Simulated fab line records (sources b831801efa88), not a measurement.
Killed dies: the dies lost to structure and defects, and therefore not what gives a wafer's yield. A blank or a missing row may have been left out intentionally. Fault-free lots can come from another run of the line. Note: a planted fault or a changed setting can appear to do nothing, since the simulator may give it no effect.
fab line records	flow gf180mcu	part 2 of 2: steps 33 to 42 of 42
record lots=5	wafers=15	last_day=35
route steps=602 shown NSD@243 PSD@248 SAB@264 SALICIDE@278
lots with no fault: from the same line, run without faults
start_h: hours from the record's opening day to when the first of the lot's shown wafers began	wait_h: hours since the lot's step before	" unchanged from the row above	L1.1+2: several wafers, shown together as one row	- no value present, or no start provided	* or withheld: withheld	< > ~ a bound
route shown NAME@n: names a module that has steps shown in the file, with the first one's number in the route	usual: average and standard deviation across the fault-free wafers	same: alike in all rows	chamber/n: place in a boat	sites: per-site readings	_std_site: the values' standard deviation	_edge_site: outer sites' mean less inner sites'	radius_mm: for every site, how far away it sits from the centre of the wafer	mask NAME#n: copy n	behind: the most recent tool/chamber to have shaped the wafer	hold: why the lot was held/for how many hours/how that ended	device: whichever transistor did not switch (one of n, p or np)	end of line: the tests these same wafers got at the end of their route	where a step has no rows: the recipe by itself	killed: dies lost to structure and defects at the first sort, not the wafer's yield	map: a wafer's dies, x killed, . not, _ none there
set.NAME: the setting the step ran with; set.NAME@STEP: the setting that earlier step ran with	model.NAME: the simulator's own value behind a step, which no gauge read
certain route steps with their lots: each step a table, each wafer a row
services: the hour from which a tool's chamber was out of use, counted from the record's first day as start_h (under 0 if before that day), plus the number of hours and why
## steps
# step GF_SAB_ETCH_11
# recipe chemistry=C4F8/O2/Ar	mask_material=NOVOLAK	target=SiO2	target_depth_nm=55	source_w=1500	bias_w=1200	pressure_mtorr=40	c4f8_flow_sccm=withheld	O2_flow_sccm=6	Ar_flow_sccm=300	time_s=8.5
# usual oes_product_au=1.001/0.01
lot.wafer	tool	chamber	start_h	wait_h	oes_product_au	rf_hours_counter_h
L078.2	rie_diel-03	2	389.84	0.0	1.020	6
L078.4	"	3	"	"	1.018	3
L078.5	"	0	"	"	0.997	-
L080.3	rie_diel-03	0	409.64	0.0	0.998	5
L080.5	"	2	"	"	0.999	-
L080.6	"	1	"	"	0.983	-
L084.1	rie_diel-04	1	434.49	0.0	0.982	0
L084.3	"	2	"	"	0.992	33
L084.5	"	3	"	"	1.006	-
L085.2	rie_diel-04	1	442.02	0.0	0.987	0
L085.4	"	2	"	"	0.987	34
L085.5	"	0	"	"	0.984	-
L097.1	rie_diel-01	2	545.61	0.0	0.990	11
L097.4	"	0	"	"	0.997	50
L097.5	"	1	"	"	1.012	-
# step GF_SAB_WET_ETCH_12
# recipe chemistry=dHF	target_depth_nm=22	dry=n2_spin	target=SiO2	temp_c=25	dilution=100:1	time_s=440
lot.wafer	tool	chamber	start_h	wait_h
L078.2+4+5	wet_bench-01	0	389.86	0.0
L080.3+5+6	wet_bench-04	2	409.66	0.0
L084.1+3+5	wet_bench-04	3	434.51	0.0
L085.2+4+5	wet_bench-01	1	442.04	0.0
L097.1+4+5	wet_bench-02	3	545.63	0.0
# step GF_SAB_STRIP_13
# recipe chemistry=O2/N2	power_w=1400	pressure_mtorr=1500	platen_temp_c=250	o2_flow_sccm=3000	n2_flow_sccm=300	overash_fraction=0.5
# usual drypump_motor_current_A=5.63/0.28	heater_power_w=343/25	oes_product_au=0.710/0.0042	strip_time_to_endpoint_s=12.63/0.03
lot.wafer	tool	chamber	start_h	wait_h	drypump_motor_current_A	heater_power_w	oes_product_au	rf_hours_counter_h	strip_time_to_endpoint_s
L078.2	plasma_asher-01	1	389.99	0.0	5.72	351	0.713	73	12.62
L078.4	"	1	"	"	5.73	357	0.710	-	12.65
L078.5	"	0	"	"	5.91	311	0.705	-	12.64
L080.3	plasma_asher-02	0	409.83	0.0	5.55	318	0.701	-	12.66
L080.5	"	1	"	"	5.89	323	0.703	-	12.59
L080.6	"	0	"	"	5.56	320	0.708	-	12.58
L084.1	plasma_asher-02	1	434.64	0.0	5.92	331	0.708	30	12.61
L084.3	"	0	"	"	5.57	321	0.709	-	12.61
L084.5	"	1	"	"	5.95	331	0.710	-	12.58
L085.2	plasma_asher-01	0	442.17	0.0	5.91	307	0.716	0	12.68
L085.4	"	0	"	"	5.88	313	0.706	-	12.66
L085.5	"	1	"	"	5.73	357	0.706	-	12.67
L097.1	plasma_asher-01	0	545.76	0.0	5.89	309	0.712	10	12.61
L097.4	"	0	"	"	5.89	310	0.706	-	12.63
L097.5	"	0	"	"	5.90	311	0.712	-	12.57
# step GF_SALICIDE_CLEAN_00
# recipe chemistry=SC1/SC2	mix=1:4:20	temp_c=70	time_s=150
lot.wafer	tool	chamber	start_h	wait_h
L078.2+4+5	wet_bench-01	3	390.09	0.1
L080.3+5+6	wet_bench-01	3	409.89	0.0
L084.1+3+5	wet_bench-01	3	434.74	0.1
L085.2+4+5	wet_bench-04	0	442.31	0.1
L097.1+4+5	wet_bench-04	2	545.86	0.1
# step GF_SALICIDE_WET_ETCH_01
# recipe chemistry=dHF	target_depth_nm=5	dry=ipa_marangoni	target=SiO2	temp_c=25	dilution=100:1	time_s=100
lot.wafer	tool	chamber	start_h	wait_h
L078.2+4+5	wet_bench-04	0	390.14	0.0
L080.3+5+6	wet_bench-04	3	409.94	0.0
L084.1+3+5	wet_bench-04	0	434.79	0.0
L085.2+4+5	wet_bench-04	1	442.36	0.0
L097.1+4+5	wet_bench-04	2	545.91	0.0
# step GF_SALICIDE_SPUTTER_02
# recipe material=Co	target_thk_nm=10	power_w=1000	time_s=20	chamber_pressure_pa=0.4
# usual throttle_valve_pct=30.4/1.1
lot.wafer	tool	chamber	start_h	wait_h	throttle_valve_pct
L078.2	pvd_sputter-03	-	390.18	0.0	31.2
L078.4	"	-	"	"	31.3
L078.5	"	-	"	"	29.9
L080.3	pvd_sputter-04	-	409.98	0.0	28.7
L080.5	"	-	"	"	29.3
L080.6	"	-	"	"	28.9
L084.1	pvd_sputter-04	-	434.83	0.0	28.9
L084.3	"	-	"	"	30.7
L084.5	"	-	"	"	29.1
L085.2	pvd_sputter-04	-	442.40	0.0	29.6
L085.4	"	-	"	"	29.8
L085.5	"	-	"	"	29.7
L097.1	pvd_sputter-02	-	545.95	0.0	30.0
L097.4	"	-	"	"	29.8
L097.5	"	-	"	"	29.6
# step GF_SALICIDE_SPUTTER_03
# recipe material=TiN	target_thk_nm=20	power_w=6500	time_s=16.7	chamber_pressure_pa=0.4
# usual throttle_valve_pct=30.4/1.2
lot.wafer	tool	chamber	start_h	wait_h	throttle_valve_pct
L078.2	pvd_sputter-03	-	390.21	0.0	31.3
L078.4	"	-	"	"	31.2
L078.5	"	-	"	"	29.9
L080.3	pvd_sputter-04	-	410.01	0.0	29.0
L080.5	"	-	"	"	29.5
L080.6	"	-	"	"	29.0
L084.1	pvd_sputter-04	-	434.86	0.0	28.7
L084.3	"	-	"	"	30.9
L084.5	"	-	"	"	28.7
L085.2	pvd_sputter-04	-	442.43	0.0	29.5
L085.4	"	-	"	"	30.2
L085.5	"	-	"	"	29.5
L097.1	pvd_sputter-02	-	545.98	0.0	30.3
L097.4	"	-	"	"	29.5
L097.5	"	-	"	"	29.6
# step GF_SALICIDE_RS_MEAS_04
# recipe thk_meas_gauge=four-point-probe	reads=TiN_of_SALICIDE_SPUTTER_03+Co_of_SALICIDE_SPUTTER_02
# usual SALICIDE_TIN_RS=16.27/0.21
lot.wafer	tool	chamber	start_h	wait_h	SALICIDE_TIN_RS[ohm/sq]
L078.2	film_metro-02	-	390.26	0.0	16.43
L078.4	"	-	"	"	16.13
L078.5	"	-	"	"	16.12
L080.3	film_metro-01	-	410.07	0.1	15.99
L080.5	"	-	"	"	16.05
L080.6	"	-	"	"	16.06
L084.1	film_metro-01	-	434.88	0.0	16.63
L084.3	"	-	"	"	16.63
L084.5	"	-	"	"	16.34
L085.2	film_metro-02	-	442.47	0.0	16.25
L085.4	"	-	"	"	16.15
L085.5	"	-	"	"	16.33
L097.1	film_metro-02	-	546.01	0.0	16.29
L097.4	"	-	"	"	16.16
L097.5	"	-	"	"	16.05
# step GF_SALICIDE_THK_MEAS_05
# recipe thk_meas_gauge=xrf	reads=TiN_of_SALICIDE_SPUTTER_03
# usual SALICIDE_TIN_THK=19.87/0.21
lot.wafer	tool	chamber	start_h	wait_h	SALICIDE_TIN_THK[nm]
L078.2	film_metro-02	-	390.37	0.1	20.02
L078.4	"	-	"	"	20.07
L078.5	"	-	"	"	20.25
L080.3	film_metro-01	-	410.17	0.1	20.03
L080.5	"	-	"	"	19.86
L080.6	"	-	"	"	20.15
L084.1	film_metro-01	-	435.00	0.1	19.94
L084.3	"	-	"	"	19.75
L084.5	"	-	"	"	20.13
L085.2	film_metro-02	-	442.58	0.1	20.06
L085.4	"	-	"	"	20.06
L085.5	"	-	"	"	20.41
L097.1	film_metro-02	-	546.13	0.1	19.76
L097.4	"	-	"	"	19.78
L097.5	"	-	"	"	19.95
# step GF_SALICIDE_RTA_06
# recipe temp_c=530	time_s=30	ambient=N2
# usual lamp_power_pct=5.92/0.08	wafer_temp_C_max=532.8/0.58
lot.wafer	tool	chamber	start_h	wait_h	lamp_power_pct	wafer_temp_C_max
L078.2	rtp_anneal-01	0	390.43	0.1	5.99	532.2
L078.4	"	0	"	"	5.98	532.6
L078.5	"	0	"	"	5.98	533.1
L080.3	rtp_anneal-02	0	410.25	0.1	5.82	533.3
L080.5	"	0	"	"	5.82	533.1
L080.6	"	0	"	"	5.82	533.1
L084.1	rtp_anneal-02	0	435.06	0.1	5.82	532.7
L084.3	"	0	"	"	5.82	533.7
L084.5	"	0	"	"	5.83	532.4
L085.2	rtp_anneal-01	0	442.65	0.1	5.99	532.4
L085.4	"	0	"	"	5.98	532.5
L085.5	"	0	"	"	5.99	532.3
L097.1	rtp_anneal-01	0	546.19	0.1	5.98	533.6
L097.4	"	0	"	"	5.98	533.1
L097.5	"	0	"	"	5.98	532.6
## services
tool	chamber	start_h	hours	kind
iline_stepper-02	-	322.88	0.8	repair
pvd_sputter-03	-	332.81	2.4	repair
iline_stepper-01	-	342.95	4.4	pm
plasma_asher-02	-	346.42	10.3	pm
pecvd-01	-	360.72	5.5	pm
implanter-01	-	379.56	1.5	repair
iline_stepper-01	-	396.48	2.1	repair
implanter-01	-	398.92	5.3	repair
implanter-01	-	398.96	1.6	repair
pecvd-01	-	410.68	6.0	pm
plasma_asher-01	-	414.76	14.6	pm
implanter-03	-	419.97	1.1	repair
plasma_asher-01	-	429.36	9.0	pm
plasma_asher-01	-	433.02	1.7	repair
implanter-02	-	439.52	4.4	pm
iline_stepper-02	-	461.17	9.6	repair
plasma_asher-03	-	476.98	0.5	repair
iline_stepper-01	-	483.41	2.3	repair
iline_stepper-02	-	485.96	1.7	pm
plasma_asher-02	-	503.16	0.6	repair
iline_stepper-01	-	503.98	2.5	repair
wet_bench-01	-	522.25	4.4	pm
wet_bench-04	-	524.34	0.5	repair
plasma_asher-01	-	538.05	7.1	repair
